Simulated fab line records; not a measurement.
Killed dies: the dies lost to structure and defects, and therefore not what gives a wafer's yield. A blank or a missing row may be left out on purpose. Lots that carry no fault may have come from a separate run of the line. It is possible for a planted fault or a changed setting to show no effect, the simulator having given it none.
A struck lot beside a sound one | flow sky130 | 18 out of 708 route steps
Sound: wafers L976.2, L976.4, L976.6. Struck: wafer L986.5. (L986.3, L986.6 of the same lot were not struck and are left out.) The cause comes at the end.
For every step that has rows: the tool of each side, followed by ch and its chambers, followed by its first start. Under that, the readings that differ: sound wafers | struck wafers | difference of the means | sigmas: that difference in standard deviations of wafers without a fault.
alike: readings with means less than 2 such deviations apart, plus words and numbers identical on both sides. not compared: withheld readings, readings lacking a value on some wafer, bounds such as >300 that could conceal the same value, and numbers that have no deviation in the record and whose values overlap.
Wherever a step has rows on one side only, a row that says differs or no value, or a row with sigmas, the two part there. When numbers do not overlap yet have no deviation, they are printed without sigmas and do not part them. A reading missing from all wafers of one side parts the sides only when that side holds two or more wafers.

first, 3 steps without rows for these wafers: SKY_VIA2_EXPOSE_09 (exposes mask VIM2, target cd 200 nm); SKY_VIA2_PEB_10; SKY_VIA2_DEVELOP_11 (develop time 60 s).
SKY_VIA2_CD_MEAS_12: the cd target is 200 nm.
  sound on cd sem-02 at day 35 19:42; struck on cd sem-01 at day 39 05:55
  alike: cd nm
SKY_VIA2_OVL_MEAS_13:
  sound on overlay-01 at day 35 19:49; struck on overlay-01 at day 39 06:01
  alike: VIA2_OVL
SKY_VIA2_ETCH_14: etches BARC in N2/H2, stops on SiO2, time 45.9 s, target depth 60 nm.
  sound on rie diel-02 ch 1,2, day 35 19:50; struck on rie diel-03 ch 2, day 39 06:03
  reading               | sound             | struck | difference | sigmas
  oes product au (a.u.) | 0.842 0.848 0.851 | 0.858  | +0.011     | +2
  alike: drypump motor current A, throttle valve pct
  not compared: rf hours counter h
SKY_VIA2_ETCH_15: etches SiO2 in C4F8/O2/Ar, stops on TiN, target depth 546 nm, time 84 s.
  sound on rie diel-02 ch 1,2, day 35 19:53; struck on rie diel-03 ch 2, day 39 06:07
  alike: oes product au
  not compared: rf hours counter h
SKY_VIA2_STRIP_16: strips in O2/N2.
  sound on plasma asher-02 ch 0,1, day 35 19:56; struck on plasma asher-01 ch 1, day 39 06:13
  reading                     | sound             | struck | difference | sigmas
  drypump motor current A (A) | 5.1 5.1 5.8       | 6.3    | +1.0       | +2
  oes product au (a.u.)       | 0.403 0.397 0.404 | 0.392  | -0.009     | -2
  alike: strip time to endpoint s
  not compared: rf hours counter h
then, 3 steps without rows for these wafers: SKY_VIA2_STRIP_17 (strips in post etch residue remover, time 1200 s); SKY_VIA2_CLEAN_18 (cleans in IPA, time 180 s); SKY_VIA2_CLEAN_19 (cleans in O3/DIW).
SKY_VIA2_SPUTTER_20: material TiN, target thk 20 nm, time 80 s.
  sound on pvd sputter-03 at day 35 20:32; struck on pvd sputter-04 at day 39 06:51
  alike: chamber pressure pa, throttle valve pct
SKY_VIA2_CVD_21: deposits W, target thk 420 nm, time 126.4 s.
  sound on cvd w-02 ch 0,1, day 35 20:36; struck on cvd w-02 ch 1, day 39 06:58
  reading                            | sound             | struck | difference | sigmas
  model.W_of_VIA2_CVD_21.thk nm (nm) | 421.1 416.6 417.7 | 611.6  | +193.1     |
  alike: heater power w
  not compared: since wet clean h
SKY_VIA2_RS_MEAS_22: the measuring method here is four-point-probe.
  sound on film metro-01 at day 35 20:45; struck on film metro-02 at day 39 07:05
  reading            | sound             | struck | difference | sigmas
  VIA2_W_RS (ohm/sq) | 0.272 0.276 0.275 | 0.187  | -0.087     | -20
SKY_VIA2_THK_MEAS_23: measures by xrf.
  sound on film metro-01 at day 35 20:52; struck on film metro-02 at day 39 07:11
  not compared: VIA2_W_THK
SKY_VIA2_CMP_24: polishes, stops on SiO2, t overpolish 20 s, target thk 0 nm.
  sound on cmp-01 ch 0,1,3, day 35 21:01; struck on cmp-02 ch 2, day 39 07:22
  reading                 | sound             | struck | difference | sigmas
  head pressure psi (psi) | 3.510 3.495 3.508 | 3.483  | -0.021     | -3
  time to endpoint s (s)  | 105 102 107       | 149    | +44        | +11
  alike: motor current A
SKY_METAL3_SPUTTER_00: material Ti, target thk 15 nm, time 10 s.
  sound on pvd sputter-04 at day 35 21:13; struck on pvd sputter-03 at day 39 07:31
  reading                | sound          | struck | difference | sigmas
  throttle valve pct (%) | 30.3 30.2 30.9 | 27.9   | -2.6       | -2
  alike: chamber pressure pa
-- the record jumps here: 9 days lie between the struck wafers' starts before and after (it left off in module METAL3 and takes up again in module PAD_OPEN, whose first step shown is number 708 of the route) --
SKY_PAD_OPEN_PROBE_99:
  sound on prober-01 at day 45 08:15; struck on prober-01 at day 48 02:58
  alike: defect limited yield, killed_at_M0_to_M3, killed_at_M4_up, killed at contacts, killed at front end, killed at other, killed dies, killed open, killed short, sort_bin_3_pad_short, sort_bin_5_function, sort_bin_6_memory, sort n pass, sort yield pct

## WHERE THEY PART
At SKY_VIA2_ETCH_14 first; at SKY_METAL3_SPUTTER_00 last (within this record only). Later steps at which nothing parts them and some readings are alike: SKY_PAD_OPEN_PROBE_99.

WHY: the cause the simulator had injected
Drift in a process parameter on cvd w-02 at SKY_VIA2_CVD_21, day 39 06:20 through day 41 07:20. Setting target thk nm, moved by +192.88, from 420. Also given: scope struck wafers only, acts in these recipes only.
